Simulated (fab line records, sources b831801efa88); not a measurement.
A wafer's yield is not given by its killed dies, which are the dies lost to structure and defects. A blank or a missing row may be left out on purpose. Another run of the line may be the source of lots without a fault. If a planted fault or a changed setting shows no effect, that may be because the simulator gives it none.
Which tool was responsible?    flow sky130    Sampling: 11 lots, 33 wafers, 2 of 708 route steps

== WHAT THE GAUGES SHOWED, per wafer ==
SKY_POLY_GATE_THK_MEAS_01.
lot   measured      on            POLY_GATE_CVD_00_THK (nm)
L630  day 13 23:26  filmMetro-03  177.9 177.1 178.2
L632  day 14 18:59  filmMetro-01  178.2 180.7 180.6
L634  day 15 15:38  filmMetro-03  179.4 179.8 180.4
L635  day 15 20:37  filmMetro-03  179.4 178.7 179.1
L636  day 16 11:40  filmMetro-01  178.7 178.4 178.4
L637  day 16 17:52  filmMetro-03  176.1 178.8 177.5
L640  day 18 02:19  filmMetro-02  143.7 142.1 143.8
L641  day 18 13:17  filmMetro-01  144.2 144.6 144.1
L650  day 21 03:59  filmMetro-02  182.2 179.8 180.0
L652  day 22 02:51  filmMetro-03  180.7 181.6 180.9
L653  day 22 04:04  filmMetro-02  179.8 179.8 179.9

== WHICH TOOL RAN EACH LOT (tool, then ch and the chambers of the sampled wafers, then the start) ==
lot   SKY_POLY_GATE_CVD_00
L630  lpcvd-01 ch 1, day 13 22:13
L632  lpcvd-01 ch 1, day 14 17:47
L634  lpcvd-01 ch 1, day 15 14:25
L635  lpcvd-01 ch 0, day 15 19:25
L636  lpcvd-01 ch 1, day 16 09:52
L637  lpcvd-01 ch 0, day 16 16:40
L640  lpcvd-01 ch 0, day 18 01:07
L641  lpcvd-01 ch 0, day 18 12:04
L650  lpcvd-01 ch 1, day 21 02:46
L652  lpcvd-01 ch 1, day 22 01:39
L653  lpcvd-01 ch 0, day 22 02:51
- SKY_POLY_GATE_CVD_00: deposits poly-Si, target thk 180 nm, time 720 s.

== THE ANSWER, worked out from the rows above alone ==
Rule: what is usual is taken from the lots themselves. Put in order of their means at a reading, lots are off if they are a third of the lots or fewer, leave a main group of 4 or more, and stand apart from it by a gap of 3 or more times the standard deviation of the main group's means; of several such gaps the widest counts. Not used: any main group whose means are identical at the precision the tables above print for the reading. A lot without any number at a reading at which 4 lots or more have one is off too. The other lots that the step has rows for count as sound.
Off: L640, L641, at SKY_POLY_GATE_THK_MEAS_01 (POLY_GATE_CVD_00_THK). The main group has a mean of 179.3 nm with a standard deviation of 1.2.
A tool fits if, at a process step before that reading, it ran every lot that is off, and no sound lot after the first of them. Those tools and the gauges at SKY_POLY_GATE_THK_MEAS_01 are tried in the same way. Of those tried, none fits.

== WHAT WAS PUT IN BY THE SIMULATOR ==
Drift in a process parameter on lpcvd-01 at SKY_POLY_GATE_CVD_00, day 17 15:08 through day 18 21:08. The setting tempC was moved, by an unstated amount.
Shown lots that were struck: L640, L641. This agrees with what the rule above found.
